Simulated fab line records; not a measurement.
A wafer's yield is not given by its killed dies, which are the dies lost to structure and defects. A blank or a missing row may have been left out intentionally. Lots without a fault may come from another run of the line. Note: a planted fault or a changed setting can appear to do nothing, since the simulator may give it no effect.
Which tool is to blame? -- flow gf180mcu -- Sampling: 6 lots, 18 wafers, 3 of 602 route steps

== WHAT THE GAUGES READ, wafer by wafer ==
GF_LVPWELL_TW_MEAS_11.
lot,measured,on,LVPWELL_TW
L757,day 5 05:58,film_metro-03,563 565 562
L759,day 5 18:56,film_metro-02,572 570 571
L761,day 6 08:38,film_metro-03,570 567 567
L764,day 7 00:20,film_metro-01,540 540 542
L766,day 7 11:14,film_metro-03,566 568 566
L773,day 9 04:14,film_metro-03,571 572 573

== EACH LOT AND THE TOOL THAT RAN IT (in order: tool; ch and the chambers of the sampled wafers; start) ==
lot,GF_STI_CMP_25,GF_LVPWELL_IMPLANT_09
L757,"cmp-02 ch 0,2,3, day 3 09:47","implanter-02 ch 0, day 5 05:45"
L759,"cmp-02 ch 1,3, day 3 22:12","implanter-02 ch 0, day 5 18:42"
L761,"cmp-01 ch 0,1,3, day 4 08:40","implanter-03 ch 0, day 6 08:23"
L764,"cmp-01 ch 0,1, day 4 23:01","implanter-03 ch 0, day 7 00:07"
L766,"cmp-02 ch 0,1, day 5 09:07","implanter-01 ch 0, day 7 11:01"
L773,"cmp-02 ch 0,1,3, day 6 21:29","implanter-02 ch 0, day 9 03:59"
- GF_STI_CMP_25: polishes, stops on Si3N4, t overpolish 33 s, target thk 524.6 nm.
- GF_LVPWELL_IMPLANT_09

== THE ANSWER, worked out from the rows above alone ==
Rule: the lots themselves supply what counts as usual. Put in order of their means at a reading, lots are off if they are a third of the lots or fewer, leave a main group of 4 or more, and stand apart from it by a gap of 3 or more times the standard deviation of the main group's means; of several such gaps the widest counts. Not used: any main group whose means are identical at the precision the tables above print for the reading. Also off: a lot with no number at a reading for which 4 or more lots have one. The other lots that the step has rows for count as sound.
Off: L764, at GF_LVPWELL_TW_MEAS_11 (LVPWELL_TW). For the main group the mean is 568 and the standard deviation 3.1.
A tool fits if, at a process step before that reading, it ran every lot that is off, and no sound lot after the first of them. Those tools and the gauges at GF_LVPWELL_TW_MEAS_11 are tried in the same way. Can't be told from this: 3 tools fit, cmp-01 at GF_STI_CMP_25, implanter-03 at GF_LVPWELL_IMPLANT_09, film_metro-01 at GF_LVPWELL_TW_MEAS_11.

== WHAT THE SIMULATOR HAD INSERTED ==
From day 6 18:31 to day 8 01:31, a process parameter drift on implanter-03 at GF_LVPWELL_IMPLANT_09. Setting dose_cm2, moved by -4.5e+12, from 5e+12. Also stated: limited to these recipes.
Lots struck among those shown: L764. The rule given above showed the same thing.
